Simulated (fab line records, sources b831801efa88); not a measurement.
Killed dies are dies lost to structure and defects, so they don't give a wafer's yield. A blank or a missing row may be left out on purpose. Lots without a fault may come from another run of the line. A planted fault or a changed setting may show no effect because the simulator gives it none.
Chamber matching | flow sky130 | SKY_POLY_GATE_ETCH_15 on rie_diel-04: 4 sister chambers
The step etches BARC in N2/H2, stops on SiO2, time 118.5 s, target depth 110 nm. 4 wafers are shown with their chamber, then 8 later ones without.

WAFERS WITH THEIR CHAMBER
wafer  | chamber | chamber_pressure_mTorr (mTorr)
L522.3 | 0       | 29.972
L524.1 | 1       | 29.962
L524.3 | 3       | 30.005
L525.1 | 2       | 30.028

WAFERS WITHOUT THEIR CHAMBER
wafer  | chamber_pressure_mTorr (mTorr)
L525.4 | 29.994
L525.6 | 30.014
L534.1 | 30.018
L534.5 | 30.023
L534.6 | 30.065
L535.2 | 29.997
L535.3 | 30.002
L535.5 | 30.019

WHICH CHAMBER EACH WENT THROUGH
wafer  | from the rows above               | in truth
L525.4 | can't be placed: 3 or 0 or 1 or 2 | 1
L525.6 | can't be placed: 3 or 2           | 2
L534.1 | can't be placed: 2 or 3           | 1
L534.5 | can't be placed: 2 or 3           | 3
L534.6 | can't be placed: 2 or 3           | 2
L535.2 | can't be placed: 3 or 0 or 2 or 1 | 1
L535.3 | can't be placed: 3 or 2 or 0      | 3
L535.5 | can't be placed: 2 or 3           | 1
Placed correctly: 0 of 8. Can't be placed from these rows: 8 (the true chamber is among the candidates in 6). Placed wrongly: 0.
How it was worked out, from the rows above alone: a wafer's distance from a chamber is the root of the sum, over the readings, of the square of ((its reading less the chamber's mean) divided by the reading's scatter). The wafer belongs to the nearest chamber; if the next one is less than 2 further off, it can't be placed. A chamber's mean is the mean of its shown wafers. The scatter: with one shown wafer a chamber, the root of the mean of the squares of how far each hidden wafer lies from its nearest shown one.
